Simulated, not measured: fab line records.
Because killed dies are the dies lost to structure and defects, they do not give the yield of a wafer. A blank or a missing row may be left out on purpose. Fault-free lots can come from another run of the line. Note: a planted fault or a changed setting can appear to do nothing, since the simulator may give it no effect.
8D (eight disciplines) problem report, filled in by code    flow sky130    the parts of the form that need people (team, actions taken, sign-off) are left out

1. THE PROBLEM
Wafers free of any fault read 0.1258 ohm/sq (standard deviation 0.0013) for METAL1_ALCU_RS at SKY_METAL1_RS_MEAS_05, against a mean of 0.0821 ohm/sq on 4 wafers of 3 lots. That is -34 standard deviations from the usual mean.
The step: measures by four-point-probe.
The first sign was on wafer L226.2 at day 37 05:22, on film-metro-04. Wafers with a number at this step in the record: 45, from 15 lots. By rule, "out" or "out of limits" means more than 4 standard deviations away from the usual mean. The rest of the wafers with a number are treated as sound.

2. WHAT THIS IS AND IS NOT
question                     is                              is not
which readings at this step  METAL1_ALCU_RS                  -
which lots                   L226, L228, L229                L209, L210, L211, L213, L214, L217, L219, L221, L222, L224, L231, L232
which wafers of those lots   L226.2, L228.6, L229.2, L229.4  L226.1, L226.5, L228.3, L228.5, L229.3
read on which gauges         film-metro-02, film-metro-04    film-metro-03
when                         from day 37 05:22               up to then (32 sound wafers); but 9 sound wafers of L228, L229, L231, L232 came after

3. WHAT RULES OUT EACH SUSPECT
Counting: if a tool at a process step up to the reading ran every lot that is out, it stays a suspect. Sound lots after the first of them don't rule it out here, since some wafers of a struck lot are sound.
- the gauge at SKY_METAL1_RS_MEAS_05: ruled out. 2 gauges (film-metro-02, film-metro-04) read the wafers that are out.
- pvd-sputter-02 at SKY_METAL1_SPUTTER_02 (material AlCu, target thk 250 nm, time 13.3 s): kept. Ran every lot that is out, first one L226 (day 37 05:17); last sound lot up to then L224 (day 36 09:14).
Remaining after the count: pvd-sputter-02 at SKY_METAL1_SPUTTER_02.

4. THE CAUSE (what the simulator had put in)
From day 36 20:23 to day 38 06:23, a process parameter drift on pvd-sputter-02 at SKY_METAL1_SPUTTER_02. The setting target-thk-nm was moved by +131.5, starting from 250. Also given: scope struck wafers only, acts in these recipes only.
Only this tool survived the counting.

5. THE EFFECT CHAIN, in route order
Each row: a reading where the mean over the struck wafers with a number is more than 3 standard deviations away from the usual. Readings are gone through only where the record gives a usual standard deviation; hours: the median, over the lots, of the time from a lot's start at the first step in this table giving one to that lot's start at this step; sigmas: the change measured in usual standard deviations.
hours  step                      reading          usual          on struck wafers  change   sigmas
0      SKY_METAL1_RS_MEAS_05     METAL1_ALCU_RS   0.1258 ohm/sq  0.0821            -0.0437  -34
3      SKY_METAL1_THK_MEAS_06    METAL1_ALCU_THK  248 nm         378               +130     +42
26     SKY_METAL1_METAL_ETCH_19  oes-product-au   0.857 a.u.     0.986             +0.129   +22
Process steps it contains:
- SKY_METAL1_METAL_ETCH_19: etches the open film in Cl2/BCl3, stops on SiO2, target depth 360 nm, time 78 s.

6. WHAT WOULD HAVE CAUGHT IT SOONER
9 hours passed between the start of the fault at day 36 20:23 and the first reading out of limits at a measuring or inspecting step in this record, taken at day 37 05:22.
An alarm limit of 4 standard deviations would not have fired on the tool readings at SKY_METAL1_SPUTTER_02 for which the record gives a usual standard deviation, since none of them was out on any struck wafer.
Of the lots that are out (3), L228, L229 began SKY_METAL1_SPUTTER_02 on pvd-sputter-02 after day 37 05:22. A hold on the tool at that time would have spared those 2.
